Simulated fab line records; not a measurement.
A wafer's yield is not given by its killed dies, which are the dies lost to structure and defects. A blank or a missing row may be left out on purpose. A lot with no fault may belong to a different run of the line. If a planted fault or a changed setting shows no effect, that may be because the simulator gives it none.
fab line records	flow sky130
record: lots: 10	wafers: 30	last_day: 50
route steps=708 shown LDD_LDN@301 SPACER@304 RES_XHIGH@340 PAD_OPEN@708
lots with no fault: from the same line, run without faults
start_h: hours from the record's first day to the start of the lot's first wafer shown	wait_h: hours since the lot's step before	" same as the row above	L1.1+2: a row that stands for several wafers	- no value present, or no start provided	* or withheld: withheld	< > ~ a bound
route shown NAME@n: names a module that has steps shown in the file, with the first one's number in the route	usual: average and standard deviation across the fault-free wafers	same: alike in all rows	chamber/n: place in a boat	sites: each site's reading	_std_site: the values' standard deviation	_edge_site: mean of outer sites minus mean of inner sites	radius_mm: for every site, how far away it sits from the centre of the wafer	mask NAME#n: copy n	behind: tool/chamber where the wafer was last shaped	hold: reason for holding the lot/hours on hold/outcome of the hold	device: names the non-switching transistor (n, p or np)	end of line: at the end of the route, the tests of the same wafers	a step with no rows: only its recipe	killed: dies lost to structure and defects at the first sort, not the wafer's yield	map: a wafer's dies, x killed, . not, _ none there
set.NAME: the setting as run; set.NAME@STEP: as run at that earlier step	model.NAME: the simulator's own value behind a step, which no gauge read
a sample of lots followed through the steps of the route, with each step as a table and each wafer as a row
services: from which hour (start_h, from the record's first day; less than 0 if before it) a tool's chamber was out of use, for how many hours, and why
== steps ==
step: SKY_LDD_LDN_STRIP_12
recipe: chemistry: O2/N2	power_w: 1400	pressure_mtorr: 1500	platen_temp_c: withheld	o2_flow_sccm: 3000	n2_flow_sccm: 300	overash_fraction: 0.5
usual: chamber_pressure_mTorr: 1500.0/1.4	drypump_motor_current_A: 6.2/0.44	oes_product_au: 0.715/0.0049	strip_time_to_endpoint_s: 14.20/0.037
lot.wafer	tool	chamber	start_h	wait_h	chamber_pressure_mTorr	drypump_motor_current_A	oes_product_au	rf_hours_counter_h	strip_time_to_endpoint_s
L543.1	plasma_asher-01	1	530.91	0.1	1501.0	6.4	0.716	9	14.23
L543.3	"	1	"	"	1500.1	6.4	0.714	-	14.20
L543.6	"	1	"	"	1500.2	6.4	0.717	-	14.20
L547.1	plasma_asher-01	1	565.60	0.1	1499.9	6.4	0.706	13	14.24
L547.3	"	1	"	"	1502.9	6.4	0.716	-	14.21
L547.6	"	1	"	"	1500.3	6.4	0.719	-	14.24
L550.3	plasma_asher-03	1	594.23	0.1	1503.2	6.4	0.713	-	14.19
L550.4	"	0	"	"	1500.3	5.6	0.715	-	14.20
L550.5	"	1	"	"	1497.4	6.4	0.719	-	14.20
L553.1	plasma_asher-01	1	618.04	0.1	1500.4	6.4	0.715	19	14.26
L553.5	"	1	"	"	1498.9	6.4	0.706	-	14.27
L553.6	"	0	"	"	1500.3	6.7	0.718	-	14.25
L554.1	plasma_asher-01	0	626.49	0.1	1498.4	6.7	0.710	19	14.16
L554.2	"	1	"	"	1498.5	6.4	0.714	19	14.20
L554.3	"	1	"	"	1501.9	6.4	0.713	-	14.25
L562.3	plasma_asher-01	1	695.23	0.1	1499.8	6.4	0.719	-	14.10
L562.4	"	0	"	"	1499.3	6.7	0.714	-	14.18
L562.5	"	1	"	"	1501.2	6.4	0.717	-	14.14
L563.1	plasma_asher-03	0	696.10	0.1	1498.5	5.7	0.713	100	14.21
L563.4	"	1	"	"	1500.6	6.4	0.719	-	14.17
L563.5	"	1	"	"	1499.0	6.4	0.715	-	14.15
L564.2	plasma_asher-03	0	698.29	0.1	1500.7	5.7	0.712	101	14.20
L564.3	"	1	"	"	1498.2	6.4	0.718	-	14.21
L564.6	"	1	"	"	1501.4	6.4	0.717	-	14.27
L565.2	plasma_asher-02	0	714.14	0.1	1500.8	6.0	0.714	51	14.14
L565.4	"	1	"	"	1499.9	5.4	0.715	-	14.14
L565.6	"	1	"	"	1500.4	5.4	0.708	-	14.16
L566.4	plasma_asher-02	1	721.57	0.1	1499.0	5.4	0.724	-	14.18
L566.5	"	0	"	"	1502.1	6.0	0.712	-	14.16
L566.6	"	1	"	"	1500.3	5.4	0.719	-	14.23
step: SKY_SPACER_CVD_00
recipe: material: Si3N4	precursor: DCS/NH3	target_thk_nm: 43.1	temp_c: 770	time_s: 740	pressure_mtorr: 250
usual: spike_tc_lower_C: 770.1/1.1	spike_tc_upper_C: 770.5/1.2
lot.wafer	tool	chamber	start_h	wait_h	spike_tc_lower_C	spike_tc_upper_C
L543.1	lpcvd-02	1	531.17	0.0	771.6	770.6
L543.3	"	1	"	"	770.7	770.2
L543.6	"	1	"	"	772.3	770.3
L547.1	lpcvd-02	0	565.82	0.0	771.2	771.2
L547.3	"	0	"	"	771.0	770.0
L547.6	"	0	"	"	768.4	772.1
L550.3	lpcvd-02	0	594.40	0.0	768.8	771.4
L550.4	"	0	"	"	769.5	768.5
L550.5	"	0	"	"	770.1	768.8
L553.1	lpcvd-02	1	618.25	0.0	770.4	768.8
L553.5	"	1	"	"	769.4	768.0
L553.6	"	1	"	"	770.8	769.2
L554.1	lpcvd-02	0	626.70	0.0	770.6	769.5
L554.2	"	0	"	"	769.4	770.1
L554.3	"	0	"	"	769.3	772.1
L562.3	lpcvd-02	1	695.41	0.0	769.1	767.6
L562.4	"	1	"	"	771.0	768.6
L562.5	"	1	"	"	770.1	769.9
L563.1	lpcvd-02	0	697.67	1.4	770.1	771.8
L563.4	"	0	"	"	770.0	772.3
L563.5	"	0	"	"	767.2	772.0
L564.2	lpcvd-02	0	701.28	2.8	768.9	771.1
L564.3	"	0	"	"	769.7	770.7
L564.6	"	0	"	"	768.6	770.3
L565.2	lpcvd-02	0	714.35	0.0	768.1	772.1
L565.4	"	0	"	"	769.5	770.1
L565.6	"	0	"	"	771.4	769.1
L566.4	lpcvd-02	1	721.75	0.0	770.4	769.8
L566.5	"	1	"	"	771.1	770.5
L566.6	"	1	"	"	770.0	769.9
step: SKY_SPACER_THK_MEAS_01
recipe: reads: Si3N4_of_SPACER_CVD_00
usual: SPACER_CVD_00_THK: 43.0/0.4
lot.wafer	tool	chamber	start_h	wait_h	SPACER_CVD_00_THK[nm]
L543.1	film_metro-03	-	532.97	0.0	42.6
L543.3	"	-	"	"	42.8
L543.6	"	-	"	"	42.4
L547.1	film_metro-03	-	567.03	0.0	43.4
L547.3	"	-	"	"	43.4
L547.6	"	-	"	"	42.9
L550.3	film_metro-01	-	595.63	0.0	43.4
L550.4	"	-	"	"	43.5
L550.5	"	-	"	"	43.3
L553.1	film_metro-03	-	619.46	0.0	46.4
L553.5	"	-	"	"	46.5
L553.6	"	-	"	"	46.5
L554.1	film_metro-01	-	627.91	0.0	45.9
L554.2	"	-	"	"	46.1
L554.3	"	-	"	"	45.6
L562.3	film_metro-01	-	696.64	0.0	43.5
L562.4	"	-	"	"	43.4
L562.5	"	-	"	"	43.4
L563.1	film_metro-03	-	698.88	0.0	43.0
L563.4	"	-	"	"	42.8
L563.5	"	-	"	"	43.1
L564.2	film_metro-01	-	702.50	0.0	43.1
L564.3	"	-	"	"	43.7
L564.6	"	-	"	"	43.1
L565.2	film_metro-02	-	715.57	0.0	43.7
L565.4	"	-	"	"	43.4
L565.6	"	-	"	"	43.4
L566.4	film_metro-03	-	722.99	0.0	42.9
L566.5	"	-	"	"	42.3
L566.6	"	-	"	"	42.7
step: SKY_SPACER_ETCHBACK_02
recipe: chemistry: CH3F/O2	target: Si3N4	stop_on: SiO2	source_w: 400	bias_w: 80	pressure_mtorr: 25	ch3f_flow_sccm: 40	O2_flow_sccm: 30	time_s: 46.7	target_depth_a: 450
usual: chamber_pressure_mTorr: 24.998/0.022	drypump_motor_current_A: 5.7/0.38	oes_product_au: 0.853/0.006	throttle_valve_pct: 10.561/0.0092
lot.wafer	tool	chamber	start_h	wait_h	chamber_pressure_mTorr	drypump_motor_current_A	oes_product_au	rf_hours_counter_h	throttle_valve_pct
L543.1	rie_diel-03	2	533.03	0.1	25.035	5.2	0.848	5	10.565
L543.3	"	1	"	"	25.033	5.4	0.841	9	10.567
L543.6	"	3	"	"	25.023	6.2	0.849	-	10.562
L547.1	rie_diel-01	0	567.09	0.1	24.978	5.3	0.854	61	10.580
L547.3	"	2	"	"	24.984	5.8	0.857	14	10.563
L547.6	"	3	"	"	24.988	6.1	0.852	-	10.553
L550.3	rie_diel-03	2	595.67	0.0	24.999	5.3	0.852	6	10.550
L550.4	"	1	"	"	24.986	5.4	0.853	10	10.555
L550.5	"	3	"	"	24.978	6.2	0.858	-	10.553
L553.1	rie_diel-03	0	619.52	0.1	24.996	6.0	0.890	42	10.556
L553.5	"	3	"	"	25.001	6.2	0.889	-	10.583
L553.6	"	2	"	"	25.015	5.2	0.889	-	10.562
L554.1	rie_diel-01	1	627.97	0.1	25.022	5.7	0.883	59	10.574
L554.2	"	2	"	"	25.001	5.8	0.892	16	10.567
L554.3	"	3	"	"	25.003	6.1	0.884	5	10.580
L562.3	rie_diel-02	1	696.68	0.0	25.000	5.0	0.855	5	10.574
L562.4	"	2	"	"	25.022	5.7	0.856	-	10.574
L562.5	"	3	"	"	25.021	5.9	0.863	-	10.559
L563.1	rie_diel-01	2	698.94	0.1	24.977	5.8	0.852	18	10.568
L563.4	"	3	"	"	25.031	6.1	0.850	-	10.574
L563.5	"	0	"	"	25.006	5.4	0.853	-	10.556
L564.2	rie_diel-03	3	702.55	0.0	24.986	6.2	0.851	25	10.574
L564.3	"	0	"	"	24.983	6.0	0.864	43	10.558
L564.6	"	2	"	"	24.967	5.3	0.853	-	10.577
L565.2	rie_diel-03	2	715.62	0.0	24.982	5.3	0.862	8	10.561
L565.4	"	3	"	"	25.025	6.2	0.860	-	10.552
L565.6	"	2	"	"	24.995	5.2	0.853	-	10.552
L566.4	rie_diel-03	2	723.04	0.0	25.000	5.2	0.856	-	10.559
L566.5	"	3	"	"	25.012	6.2	0.848	-	10.560
L566.6	"	0	"	"	24.984	6.0	0.849	-	10.562
step: SKY_RES_XHIGH_STRIP_08
recipe: chemistry: O2/N2	power_w: 1400	pressure_mtorr: 1500	platen_temp_c: withheld	o2_flow_sccm: 3000	n2_flow_sccm: 300	overash_fraction: 0.5
usual: chamber_pressure_mTorr: 1500.0/1.4	drypump_motor_current_A: 6.2/0.37	oes_product_au: 0.711/0.0041	strip_time_to_endpoint_s: 14.47/0.035
lot.wafer	tool	chamber	start_h	wait_h	chamber_pressure_mTorr	drypump_motor_current_A	oes_product_au	rf_hours_counter_h	strip_time_to_endpoint_s
L543.1	plasma_asher-03	1	623.12	0.1	1501.4	6.4	0.708	92	14.48
L543.3	"	1	"	"	1499.3	6.4	0.716	-	14.47
L543.6	"	0	"	"	1498.7	5.7	0.715	-	14.51
L547.1	plasma_asher-04	0	655.62	0.1	1499.6	6.4	0.703	84	14.46
L547.3	"	1	"	"	1500.7	5.8	0.712	-	14.51
L547.6	"	1	"	"	1501.5	5.8	0.711	-	14.46
L550.3	plasma_asher-03	0	682.43	0.1	1504.2	5.7	0.703	-	14.45
L550.4	"	1	"	"	1499.9	6.4	0.712	-	14.45
L550.5	"	1	"	"	1499.2	6.4	0.711	-	14.45
L553.1	plasma_asher-01	0	704.57	0.1	1500.9	6.7	0.717	28	14.47
L553.5	"	1	"	"	1501.3	6.4	0.713	-	14.44
L553.6	"	0	"	"	1500.0	6.7	0.711	-	14.42
L554.1	plasma_asher-04	1	713.27	0.1	1500.5	5.8	0.711	89	14.49
L554.2	"	0	"	"	1500.2	6.3	0.720	89	14.45
L554.3	"	0	"	"	1498.6	6.4	0.698	-	14.50
L562.3	plasma_asher-03	0	779.25	0.1	1497.9	5.7	0.713	-	14.46
L562.4	"	1	"	"	1499.3	6.4	0.708	-	14.50
L562.5	"	1	"	"	1499.8	6.4	0.721	-	14.50
L563.1	plasma_asher-01	0	781.25	0.1	1502.5	6.7	0.706	36	14.45
L563.4	"	1	"	"	1498.8	6.4	0.710	-	14.44
L563.5	"	0	"	"	1499.9	6.7	0.718	-	14.47
L564.2	plasma_asher-04	1	783.75	0.1	1501.4	5.8	0.711	96	14.56
L564.3	"	1	"	"	1498.6	5.8	0.718	-	14.44
L564.6	"	0	"	"	1500.6	6.4	0.712	-	14.45
L565.2	plasma_asher-03	1	796.75	0.1	1501.2	6.4	0.708	5	14.46
L565.4	"	0	"	"	1497.9	5.7	0.713	-	14.50
L565.6	"	1	"	"	1499.2	6.4	0.715	-	14.44
L566.4	plasma_asher-03	0	803.97	0.1	1502.3	5.7	0.710	-	14.46
L566.5	"	0	"	"	1499.5	5.6	0.716	-	14.41
L566.6	"	1	"	"	1496.4	6.4	0.712	-	14.45
step: SKY_RES_XHIGH_TW_MEAS_09
usual: RES_XHIGH_TW: 1650/11
lot.wafer	tool	chamber	start_h	wait_h	RES_XHIGH_TW
L543.1	film_metro-01	-	623.22	0.1	1636
L543.3	"	-	"	"	1640
L543.6	"	-	"	"	1629
L547.1	film_metro-04	-	655.72	0.1	1666
L547.3	"	-	"	"	1664
L547.6	"	-	"	"	1661
L550.3	film_metro-02	-	682.52	0.1	1666
L550.4	"	-	"	"	1646
L550.5	"	-	"	"	1660
L553.1	film_metro-04	-	704.67	0.1	1666
L553.5	"	-	"	"	1671
L553.6	"	-	"	"	1656
L554.1	film_metro-02	-	713.37	0.1	1649
L554.2	"	-	"	"	1648
L554.3	"	-	"	"	1651
L562.3	film_metro-01	-	779.34	0.1	1640
L562.4	"	-	"	"	1643
L562.5	"	-	"	"	1638
L563.1	film_metro-04	-	781.35	0.1	1670
L563.4	"	-	"	"	1653
L563.5	"	-	"	"	1645
L564.2	film_metro-04	-	783.86	0.1	1652
L564.3	"	-	"	"	1665
L564.6	"	-	"	"	1651
L565.2	film_metro-02	-	796.86	0.1	1649
L565.4	"	-	"	"	1644
L565.6	"	-	"	"	1651
L566.4	film_metro-04	-	804.07	0.1	1651
L566.5	"	-	"	"	1655
L566.6	"	-	"	"	1654
step: SKY_PAD_OPEN_PROBE_99
usual: killed_at_M0_to_M3: 44/6.8	killed_at_M4_up: 2.9/1.7	killed_at_contacts: 24/5.2	killed_at_front_end: 15/4	killed_at_other: 0.2/0.44	killed_dies: 86/9.9	killed_on_rim: 17/3.7	killed_open: 47/7.9	killed_short: 39/6.3
same: gross_dies: 492	killed_at_back_side: 0
lot.wafer	tool	chamber	start_h	wait_h	killed_at_M0_to_M3	killed_at_M4_up	killed_at_contacts	killed_at_front_end	killed_at_other	killed_dies	killed_on_rim	killed_open	killed_short
L543.1	prober-01	-	1082.48	0.1	48	3	20	18	0	89	20	52	37
L543.3	prober-01	-	1082.58	0.2	54	2	23	23	0	102	19	50	51
L543.6	prober-01	-	1082.73	0.2	47	3	21	9	0	80	16	46	34
L547.1	prober-01	-	1107.02	0.1	39	3	24	18	0	84	16	47	37
L547.3	prober-01	-	1107.12	0.2	44	3	22	12	0	81	12	44	37
L547.6	prober-01	-	1107.27	0.2	35	4	23	16	0	78	18	44	34
L550.3	prober-02	-	1123.46	0.2	44	3	19	12	0	78	15	47	31
L550.4	prober-02	-	1123.51	0.2	50	5	31	19	0	105	19	60	44
L550.5	prober-02	-	1123.56	0.2	35	3	28	21	0	87	16	39	48
L553.1	prober-01	-	1140.69	0.1	46	5	25	25	0	101	18	55	46
L553.5	prober-01	-	1140.89	0.2	51	1	25	22	0	99	23	63	36
L553.6	prober-01	-	1140.94	0.2	57	2	30	16	0	105	20	56	49
L554.1	prober-02	-	1143.84	0.1	46	4	34	10	0	94	18	45	48
L554.2	prober-02	-	1143.89	0.1	53	2	31	17	0	103	22	55	48
L554.3	prober-02	-	1143.94	0.2	48	1	24	16	0	89	17	41	47
L562.3	prober-02	-	1186.43	0.2	37	6	13	10	0	66	17	27	39
L562.4	prober-02	-	1186.48	0.2	45	3	25	16	0	89	18	48	41
L562.5	prober-02	-	1186.53	0.2	33	4	24	20	0	81	19	36	45
L563.1	prober-01	-	1190.30	0.1	44	2	22	13	0	81	12	50	31
L563.4	prober-01	-	1190.45	0.2	43	2	22	16	0	83	15	55	28
L563.5	prober-01	-	1190.50	0.2	34	3	19	15	1	72	14	43	29
L564.2	prober-02	-	1192.89	0.1	46	3	20	21	0	90	18	51	39
L564.3	prober-02	-	1192.94	0.2	58	3	24	14	0	99	25	60	39
L564.6	prober-02	-	1193.09	0.2	51	6	21	12	0	90	16	49	41
L565.2	prober-01	-	1198.29	0.1	47	2	25	21	1	96	18	50	46
L565.4	prober-01	-	1198.39	0.2	49	5	28	19	1	102	21	60	42
L565.6	prober-01	-	1198.49	0.2	47	1	34	9	0	91	21	49	42
L566.4	prober-02	-	1202.84	0.2	36	3	18	23	0	80	22	42	38
L566.5	prober-02	-	1202.89	0.2	55	4	30	18	0	107	22	59	48
L566.6	prober-02	-	1202.94	0.2	47	5	46	18	1	117	18	62	55
killed by level:class
L543.1 VIA3:geometric_particle:open=11 CONTACT:geometric_particle:open=9 VIA1:geometric_particle:short=8 VIA1:geometric_particle:open=8 METAL1:geometric_particle:short=5 FIELD_ISO:geometric_particle:open=4 FIELD_ISO:geometric_particle:short=4 METAL2:geometric_particle:open=4
L543.3 VIA1:geometric_particle:open=11 METAL1:geometric_particle:short=11 METAL2:geometric_particle:short=8 FIELD_ISO:geometric_particle:open=7 LI_CONTACT:geometric_particle:open=6 LOCAL_INTERCONNECT:geometric_particle:short=6 CONTACT:geometric_particle:open=6 VIA2:geometric_particle:open=6
L543.6 VIA1:geometric_particle:open=14 VIA3:geometric_particle:open=10 CONTACT:geometric_particle:open=8 LI_CONTACT:geometric_particle:open=7 METAL2:geometric_particle:short=4 METAL1:geometric_particle:short=4 VIA1:geometric_particle:short=4 LOCAL_INTERCONNECT:geometric_particle:short=3
L547.1 VIA1:geometric_particle:open=11 CONTACT:geometric_particle:open=7 LI_CONTACT:geometric_particle:open=7 VIA2:geometric_particle:open=6 FIELD_ISO:geometric_particle:open=5 POLY_GATE:geometric_particle:short=5 VIA2:geometric_particle:short=5 FIELD_ISO:geometric_particle:short=3
L547.3 VIA1:geometric_particle:open=12 LI_CONTACT:geometric_particle:open=7 CONTACT:geometric_particle:open=7 METAL1:geometric_particle:short=7 VIA1:geometric_particle:short=6 VIA3:geometric_particle:open=6 VIA3:geometric_particle:short=4 METAL2:geometric_particle:short=4
L547.6 VIA3:geometric_particle:open=10 CONTACT:geometric_particle:open=9 VIA1:geometric_particle:open=8 FIELD_ISO:geometric_particle:open=4 FIELD_ISO:geometric_particle:short=4 CONTACT:geometric_particle:short=4 LOCAL_INTERCONNECT:geometric_particle:open=4 METAL4:geometric_particle:short=4
L550.3 VIA1:geometric_particle:open=12 LI_CONTACT:geometric_particle:open=11 VIA2:geometric_particle:open=7 VIA1:geometric_particle:short=5 POLY_GATE:geometric_particle:open=4 VIA3:geometric_particle:open=4 CONTACT:geometric_particle:open=4 VIA2:geometric_particle:short=4
L550.4 VIA3:geometric_particle:open=13 CONTACT:geometric_particle:open=12 LI_CONTACT:geometric_particle:open=10 FIELD_ISO:geometric_particle:open=7 VIA1:geometric_particle:open=7 VIA2:geometric_particle:open=6 METAL2:geometric_particle:short=5 CONTACT:geometric_particle:short=5
L550.5 CONTACT:geometric_particle:open=9 METAL2:geometric_particle:short=8 LI_CONTACT:geometric_particle:open=7 FIELD_ISO:geometric_particle:short=6 POLY_GATE:geometric_particle:open=6 LOCAL_INTERCONNECT:geometric_particle:short=5 CONTACT:geometric_particle:short=5 VIA1:geometric_particle:open=5
L553.1 VIA2:geometric_particle:open=10 VIA3:geometric_particle:open=8 POLY_GATE:geometric_particle:short=7 CONTACT:geometric_particle:short=7 VIA1:geometric_particle:open=7 METAL2:geometric_particle:short=7 FIELD_ISO:geometric_particle:short=6 POLY_GATE:geometric_particle:open=6
L553.5 CONTACT:geometric_particle:open=15 VIA3:geometric_particle:open=12 POLY_GATE:geometric_particle:open=8 VIA1:geometric_particle:open=7 VIA2:geometric_particle:open=7 CONTACT:geometric_particle:short=6 FIELD_ISO:geometric_particle:open=5 POLY_GATE:geometric_particle:short=5
L553.6 CONTACT:geometric_particle:open=10 VIA3:geometric_particle:open=10 VIA1:geometric_particle:open=9 LI_CONTACT:geometric_particle:open=7 METAL2:geometric_particle:short=7 VIA2:geometric_particle:open=7 METAL1:geometric_particle:short=6 LOCAL_INTERCONNECT:geometric_particle:short=6
L554.1 LI_CONTACT:geometric_particle:open=10 CONTACT:geometric_particle:open=10 VIA1:geometric_particle:open=9 LOCAL_INTERCONNECT:geometric_particle:short=6 METAL2:geometric_particle:short=6 VIA3:geometric_particle:short=5 METAL1:geometric_particle:short=5 VIA2:geometric_particle:open=5
L554.2 VIA1:geometric_particle:open=14 VIA3:geometric_particle:open=9 CONTACT:geometric_particle:open=9 LI_CONTACT:geometric_particle:open=7 FIELD_ISO:geometric_particle:open=6 METAL1:geometric_particle:short=6 LOCAL_INTERCONNECT:geometric_particle:short=6 METAL2:geometric_particle:short=6
L554.3 VIA2:geometric_particle:open=11 METAL1:geometric_particle:short=7 CONTACT:geometric_particle:short=7 VIA3:geometric_particle:open=7 METAL2:geometric_particle:short=6 POLY_GATE:geometric_particle:short=5 LI_CONTACT:geometric_particle:short=5 CONTACT:geometric_particle:open=5
L562.3 VIA1:geometric_particle:open=10 METAL2:geometric_particle:short=8 CONTACT:geometric_particle:short=5 FIELD_ISO:geometric_particle:open=4 FIELD_ISO:geometric_particle:short=4 METAL3:geometric_particle:short=4 LI_CONTACT:geometric_particle:short=3 LI_CONTACT:geometric_particle:open=3
L562.4 VIA1:geometric_particle:open=11 VIA1:geometric_particle:short=8 LI_CONTACT:geometric_particle:open=7 CONTACT:geometric_particle:short=6 CONTACT:geometric_particle:open=6 VIA2:geometric_particle:open=6 VIA3:geometric_particle:open=6 LOCAL_INTERCONNECT:geometric_particle:short=5
L562.5 VIA1:geometric_particle:short=8 FIELD_ISO:geometric_particle:short=7 CONTACT:geometric_particle:short=7 FIELD_ISO:geometric_particle:open=6 VIA1:geometric_particle:open=6 CONTACT:geometric_particle:open=6 LI_CONTACT:geometric_particle:open=5 VIA3:geometric_particle:open=5
L563.1 VIA1:geometric_particle:open=10 VIA3:geometric_particle:open=9 CONTACT:geometric_particle:open=9 VIA2:geometric_particle:open=8 VIA1:geometric_particle:short=6 FIELD_ISO:geometric_particle:short=5 LI_CONTACT:geometric_particle:open=5 LOCAL_INTERCONNECT:geometric_particle:short=5
L563.4 CONTACT:geometric_particle:open=13 VIA1:geometric_particle:open=11 VIA3:geometric_particle:open=9 FIELD_ISO:geometric_particle:open=8 CONTACT:geometric_particle:short=4 METAL2:geometric_particle:short=4 VIA2:geometric_particle:open=4 METAL1:geometric_particle:short=3
L563.5 VIA2:geometric_particle:open=11 FIELD_ISO:geometric_particle:open=6 CONTACT:geometric_particle:open=6 LI_CONTACT:geometric_particle:open=5 CONTACT:geometric_particle:short=5 VIA1:geometric_particle:open=5 VIA3:geometric_particle:open=5 POLY_GATE:geometric_particle:open=4
L564.2 VIA1:geometric_particle:open=14 CONTACT:geometric_particle:open=8 VIA2:geometric_particle:open=8 VIA1:geometric_particle:short=6 VIA3:geometric_particle:open=6 METAL1:geometric_particle:short=5 POLY_GATE:geometric_particle:short=5 LI_CONTACT:geometric_particle:open=5
L564.3 VIA1:geometric_particle:open=16 CONTACT:geometric_particle:open=9 VIA3:geometric_particle:open=9 LI_CONTACT:geometric_particle:open=8 VIA2:geometric_particle:open=8 METAL2:geometric_particle:short=7 FIELD_ISO:geometric_particle:short=6 VIA3:geometric_particle:short=5
L564.6 VIA1:geometric_particle:open=14 VIA3:geometric_particle:open=10 FIELD_ISO:geometric_particle:short=7 LI_CONTACT:geometric_particle:open=6 CONTACT:geometric_particle:open=6 METAL2:geometric_particle:short=6 VIA2:geometric_particle:open=5 METAL1:geometric_particle:short=5
L565.2 VIA1:geometric_particle:open=10 FIELD_ISO:geometric_particle:open=8 LI_CONTACT:geometric_particle:open=8 CONTACT:geometric_particle:short=7 CONTACT:geometric_particle:open=6 VIA2:geometric_particle:open=6 METAL1:geometric_particle:short=6 METAL2:geometric_particle:short=6
L565.4 VIA1:geometric_particle:open=13 CONTACT:geometric_particle:open=12 FIELD_ISO:geometric_particle:short=7 VIA2:geometric_particle:open=7 METAL1:geometric_particle:short=7 VIA3:geometric_particle:open=7 LI_CONTACT:geometric_particle:open=6 CONTACT:geometric_particle:short=6
L565.6 LI_CONTACT:geometric_particle:open=10 VIA1:geometric_particle:open=10 LI_CONTACT:geometric_particle:short=8 METAL1:geometric_particle:short=8 VIA2:geometric_particle:open=8 CONTACT:geometric_particle:short=5 CONTACT:geometric_particle:open=5 POLY_GATE:geometric_particle:open=4
L566.4 VIA1:geometric_particle:open=11 FIELD_ISO:geometric_particle:short=8 LI_CONTACT:geometric_particle:open=8 POLY_GATE:geometric_particle:open=6 METAL1:geometric_particle:short=6 CONTACT:geometric_particle:open=5 VIA1:geometric_particle:short=5 POLY_GATE:geometric_particle:short=4
L566.5 VIA1:geometric_particle:open=13 CONTACT:geometric_particle:open=12 VIA2:geometric_particle:open=10 CONTACT:geometric_particle:short=6 METAL2:geometric_particle:short=6 VIA3:geometric_particle:short=6 LI_CONTACT:geometric_particle:open=5 VIA3:geometric_particle:open=5
L566.6 CONTACT:geometric_particle:open=18 VIA1:geometric_particle:open=13 LI_CONTACT:geometric_particle:open=12 METAL1:geometric_particle:short=8 POLY_GATE:geometric_particle:short=7 CONTACT:geometric_particle:short=6 VIA2:geometric_particle:open=6 LOCAL_INTERCONNECT:geometric_particle:short=5
== services ==
tool	chamber	start_h	hours	kind
rie_diel-01	3	506.99	9.4	repair
lpcvd-02	-	520.78	0.9	repair
plasma_asher-02	-	529.83	2.2	repair
plasma_asher-04	-	553.02	4.3	pm
rie_diel-03	2	568.53	7.1	repair
rie_diel-01	0	570.26	1.4	repair
rie_diel-02	0	587.78	34.2	repair
rie_diel-01	1	597.39	29.0	repair
rie_diel-01	0	597.95	1.8	repair
rie_diel-01	2	604.12	3.0	repair
plasma_asher-02	-	626.74	6.2	repair
plasma_asher-03	-	641.31	2.7	repair
rie_diel-01	2	641.40	8.6	repair
plasma_asher-02	-	646.68	10.2	repair
plasma_asher-04	-	694.38	4.5	repair
plasma_asher-02	-	696.33	14.6	pm
rie_diel-03	1	707.61	32.4	repair
rie_diel-03	-	727.40	0.9	repair
plasma_asher-03	-	733.75	9.0	pm
plasma_asher-03	0	733.75	9.0	vent_cycle
plasma_asher-03	1	733.75	9.0	vent_cycle
rie_diel-03	0	765.71	7.6	repair
rie_diel-02	1	781.27	7.2	repair
lpcvd-02	-	803.00	6.1	pm
== key ==
first_sign: step: SKY_SPACER_THK_MEAS_01	reading: SPACER_CVD_00_THK	direction: up	sigmas: 8	usual: 43.0	struck: 46.2
effect: step: SKY_SPACER_ETCHBACK_02	reading: oes_product_au	direction: up	sigmas: 5.8	usual: 0.853	struck: 0.888
met_at SKY_SPACER_CVD_00
struck_lots L553,L554
tester_left_out L553,L554
not_acting_at SKY_LDD_LDN_STRIP_12,SKY_RES_XHIGH_STRIP_08,SKY_RES_XHIGH_TW_MEAS_09
onset_between 594.40 618.25
fault: kind: process_parameter_drift	tool: lpcvd-02	chamber: -	onset_h: 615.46	steps: SKY_SPACER_CVD_00	channel: target_thk_nm	offset: 3.1546	shape: step	end_h: 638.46	acts_in: these_recipes_only	stated: 43.1
tester_left_out: of these lots the tester's yield and bins aren't shown, on N5 and GAA mostly nor the transistor test; their killed dies are dies lost to structure and defects alone, not to doping, threshold or leakage, so they don't give the yield
